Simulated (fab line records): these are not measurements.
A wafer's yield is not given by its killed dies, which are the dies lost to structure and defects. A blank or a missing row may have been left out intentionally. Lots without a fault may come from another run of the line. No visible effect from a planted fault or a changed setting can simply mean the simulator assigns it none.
Matching of chambers ; flow gf180mcu ; GF_V4_CVD_00 on hdpcvd-02 has 3 sister chambers
The step deposits SiO2, target thk 600 nm, time 100 s. 6 wafers are shown with their chamber, then 9 later ones without.

WAFERS, EACH WITH ITS CHAMBER
wafer;chamber;sih4FlowSccm (sccm)
L305.6;1;59.91
L308.4;1;59.83
L310.2;0;60.28
L310.3;2;60.20
L310.5;0;60.31
L314.3;2;60.05

WAFERS WITH NO CHAMBER GIVEN
wafer;sih4FlowSccm (sccm)
L314.4;60.01
L314.5;59.95
L315.2;60.29
L315.3;59.85
L315.5;59.94
L322.3;60.22
L322.6;60.14
L323.3;60.03
L323.6;60.22

CHAMBER TAKEN BY EACH
wafer;from the rows above;in truth
L314.4;can't be placed: 2 or 1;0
L314.5;can't be placed: 1 or 2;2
L315.2;0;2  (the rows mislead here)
L315.3;1;1
L315.5;can't be placed: 1 or 2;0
L322.3;can't be placed: 0 or 2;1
L322.6;can't be placed: 2 or 0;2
L323.3;can't be placed: 2 or 1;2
L323.6;can't be placed: 0 or 2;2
1 of 9 placed correctly. Cannot be placed on the basis of these rows: 7; the candidates contain the true chamber in 4. Placed wrongly: 1.
How it was worked out, from the rows above alone: a wafer's distance from a chamber is the root of the sum, over the readings, of the square of ((its reading less the chamber's mean) divided by the reading's scatter). If the next closest chamber is less than 2 further off than the closest, the wafer can't be placed; otherwise it belongs to the closest. For every chamber, the mean is computed from those of its wafers that are shown. The scatter is the square root of a quotient: the sum, over the shown wafers, of each reading's squared deviation from its chamber's mean, divided by wafers minus chambers.
